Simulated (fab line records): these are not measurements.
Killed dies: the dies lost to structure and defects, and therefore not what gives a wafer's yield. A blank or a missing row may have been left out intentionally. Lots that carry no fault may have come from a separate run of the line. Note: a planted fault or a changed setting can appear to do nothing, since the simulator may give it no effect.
8D (eight disciplines) problem report, filled in by code :: flow gf180mcu :: the parts of the form that need people (team, actions taken, sign-off) are left out

1. THE PROBLEM
Mean of oes product au at GF_PASSIVATION_ETCH_11: 0.817 a.u. across 6 wafers in 3 lots; on wafers with no fault it is 0.989 a.u. (standard deviation 0.0069). That puts it -25 standard deviations away from the usual mean.
The step: etches the open film in CF4/O2, stops on TiN, target depth 2040 nm, time 453.3 s.
Seen first at day 31 20:19 on rie diel-04, wafer L153.3. The record holds 20 wafers of 7 lots with a number at this step. The rule behind "out" and "out of limits": a value lying over 4 standard deviations away from the usual mean. The other wafers with a number count as sound.

2. WHAT IT IS, WHAT IT ISN'T
question: which readings at this step
is: oes product au, throttle valve pct
is not: drypump motor current A

question: which lots
is: L153, L155, L156
is not: L145, L149, L163, L164

question: which wafers of those lots
is: L153.3, L153.6, L155.3, L155.6, L156.3, L156.6
is not: L153.4, L155.2

question: read on which tools
is: rie diel-04
is not: rie diel-02, rie diel-03

question: when
is: from day 31 20:19
is not: up to then (7 sound wafers); but 7 sound wafers of L155, L163, L164 came after

3. WHAT RULES OUT EACH SUSPECT
Counting: a tool at a process step up to the reading stays a suspect if it ran every lot that is out. Sound lots after the first of them don't rule it out here, since some wafers of a struck lot are sound.
- rie diel-04 at GF_PASSIVATION_ETCH_11 (etches the open film in CF4/O2, stops on TiN, target depth 2040 nm, time 453.3 s): kept. Every lot that is out went through it, the first being L153 (day 31 20:19); the last sound lot it ran before that was L149 (day 30 13:19). Its own readings are out on those wafers: oes product au, throttle valve pct.
Remaining after the count: rie diel-04 at GF_PASSIVATION_ETCH_11.

4. THE CAUSE (what the simulator had put in)
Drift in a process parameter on rie diel-04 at GF_PASSIVATION_ETCH_11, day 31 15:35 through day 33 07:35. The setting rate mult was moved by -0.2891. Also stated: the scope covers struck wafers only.
Counting left only this tool.

5. THE CHAIN OF EFFECTS, in route order
Each row: a reading where the mean over the struck wafers with a number is more than 3 standard deviations away from the usual. Only readings whose record carries a usual standard deviation are examined. hours: median over the lots of the time between each lot's start at the first step of this table that gives one and its start at this step. sigmas: the change, counted in usual standard deviations.
hours: 0
step: GF_PASSIVATION_ETCH_11
reading: oes product au
usual: 0.989 a.u.
on struck wafers: 0.817
change: -0.172
sigmas: -25

hours: 0
step: GF_PASSIVATION_ETCH_11
reading: throttle valve pct
usual: 5.968 %
on struck wafers: 5.917
change: -0.051
sigmas: -5.6

hours: 0
step: GF_PASSIVATION_STRIP_12
reading: strip time to endpoint s
usual: 32.95 s
on struck wafers: 37.55
change: +4.60
sigmas: +15

hours: 2
step: GF_PASSIVATION_PROBE_99
reading: defect limited yield
usual: 90.1 %
on struck wafers: 0.0
change: -90.1
sigmas: -64

hours: 2
step: GF_PASSIVATION_PROBE_99
reading: killed at other
usual: 0.2
on struck wafers: 447.2
change: +447.0
sigmas: +99 or more

hours: 2
step: GF_PASSIVATION_PROBE_99
reading: killed dies
usual: 49
on struck wafers: 492
change: +443
sigmas: +62

hours: 2
step: GF_PASSIVATION_PROBE_99
reading: killed on rim
usual: 9
on struck wafers: 96
change: +87
sigmas: +28

hours: 2
step: GF_PASSIVATION_PROBE_99
reading: sort_bin_5_function
usual: 5.8 %
on struck wafers: 96.3
change: +90.5
sigmas: +75

hours: 2
step: GF_PASSIVATION_PROBE_99
reading: sort n pass
usual: 443
on struck wafers: 0
change: -443
sigmas: -62

hours: 2
step: GF_PASSIVATION_PROBE_99
reading: sort yield pct
usual: 90.1 %
on struck wafers: 0.0
change: -90.1
sigmas: -64
Here are the process steps it includes:
- GF_PASSIVATION_ETCH_11: etches the open film in CF4/O2, stops on TiN, target depth 2040 nm, time 453.3 s.
- GF_PASSIVATION_STRIP_12: strips in O2/N2.
- GF_PASSIVATION_PROBE_99

6. WHAT WOULD HAVE CAUGHT IT SOONER
In this record the first reading out of limits was taken at day 31 20:19, 5 hours after the fault began at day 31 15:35.
